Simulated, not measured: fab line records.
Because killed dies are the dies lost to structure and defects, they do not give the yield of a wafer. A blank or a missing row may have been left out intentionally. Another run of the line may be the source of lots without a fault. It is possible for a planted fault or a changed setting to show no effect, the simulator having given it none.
A struck lot beside a sound one :: flow sky130 :: 15 out of 708 route steps
Sound: wafers L112.3, L112.4, L112.5. Struck: wafers L129.3, L129.6 (left out: L129.2, a lot-mate that was not struck); the cause follows at the end.
At each step with rows: each side's tool, then ch and its chambers, then its first start. Under that, the readings that differ: sound wafers :: struck wafers :: difference of the means :: sigmas: that difference in standard deviations of wafers without a fault.
alike: same words and numbers on both sides, and readings whose means sit less than 2 such deviations apart. not compared: any withheld reading, any reading some wafer has no value for, any bound like >300 that may hide the same value, and any number with overlapping values for which the record gives no deviation.
Wherever a step has rows on one side only, a row that says differs or no value, or a row with sigmas, the two part there. Non-overlapping numbers with no deviation appear without sigmas and do not part them. A reading missing from all wafers of one side parts the sides only when that side holds two or more wafers.

first, 7 steps without rows for these wafers: SKY_METAL4_HMDS_06 (prime time 60 s); SKY_METAL4_COAT_07 (resist thk 60 nm); SKY_METAL4_COAT_08 (resist thk 1140 nm); SKY_METAL4_SOFTBAKE_09 (time 90 s); SKY_METAL4_EXPOSE_10 (exposes mask MM4, target cd 300 nm); SKY_METAL4_PEB_11; SKY_METAL4_DEVELOP_12 (develop time 60 s).
SKY_METAL4_CD_MEAS_13: target cd 300 nm.
  struck on cd-sem-02, day 46 08:13; sound on cd-sem-01, day 41 16:29
  alike: cd-nm
SKY_METAL4_OVL_MEAS_14:
  struck on overlay-02, day 46 08:19; sound on overlay-02, day 41 16:34
  alike: METAL4_OVL
SKY_METAL4_DESCUM_15: chemistry O2, time 8 s.
  sound on rie-metal-02 ch 0,1, day 41 16:37; struck on rie-metal-04 ch 0,1, day 46 08:21
  alike: drypump-motor-current-A, he-backside-leak-sccm, oes-product-au
  not compared: rf-hours-counter-h
SKY_METAL4_ETCH_16: etches BARC in N2/H2, stops on SiO2, time 88.2 s, target depth 60 nm.
  sound on rie-metal-02 ch 0,1, day 41 16:40; struck on rie-metal-04 ch 0,1, day 46 08:23
  alike: chamber-pressure-mTorr, drypump-motor-current-A, he-backside-leak-sccm, oes-product-au, throttle-valve-pct
  not compared: rf-hours-counter-h
SKY_METAL4_ETCH_17: etches SiO2 in C4F8/O2/Ar, stops on TiN, time 3.9 s, target depth 15 nm.
  sound on rie-diel-01 ch 0,2,3, day 41 16:44; struck on rie-diel-02 ch 1, day 46 08:29
  alike: chamber-pressure-mTorr, oes-product-au
  not compared: rf-hours-counter-h
SKY_METAL4_METAL_ETCH_18: etches the open film in Cl2/BCl3, stops on SiO2, target depth 845 nm, time 183.1 s.
  sound on rie-metal-04 ch 0,1, day 41 16:48; struck on rie-metal-02 ch 0, day 46 08:30
reading: chamber-pressure-mTorr (mTorr)
sound: 10.009 9.995 9.999
struck: 8.002 7.993
difference: -2.003
sigmas: -99 or more
  alike: bcl3-flow-sccm, drypump-motor-current-A, he-backside-leak-sccm, oes-product-au, throttle-valve-pct
  not compared: rf-hours-counter-h
SKY_METAL4_STRIP_19: strips in O2/N2.
  sound on plasma-asher-01 ch 0,1, day 41 16:58; struck on plasma-asher-03 ch 0,1, day 46 08:41
  alike: drypump-motor-current-A, oes-product-au, strip-time-to-endpoint-s
  not compared: rf-hours-counter-h
-- the record jumps here: 3 days lie between the struck wafers' starts before and after (it left off in module METAL4 and takes up again in module PAD_OPEN, whose first step shown is number 708 of the route) --
SKY_PAD_OPEN_PROBE_99:
  the record has rows for the struck wafers here (prober-02, day 49 19:02) and none for the sound ones

== WHERE THEY PART ==
Earliest at SKY_METAL4_METAL_ETCH_18; latest, in this record, at SKY_PAD_OPEN_PROBE_99.

WHY: what had been put in by the simulator
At SKY_METAL4_METAL_ETCH_18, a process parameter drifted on rie-metal-02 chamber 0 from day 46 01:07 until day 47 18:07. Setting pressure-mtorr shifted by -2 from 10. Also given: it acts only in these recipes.
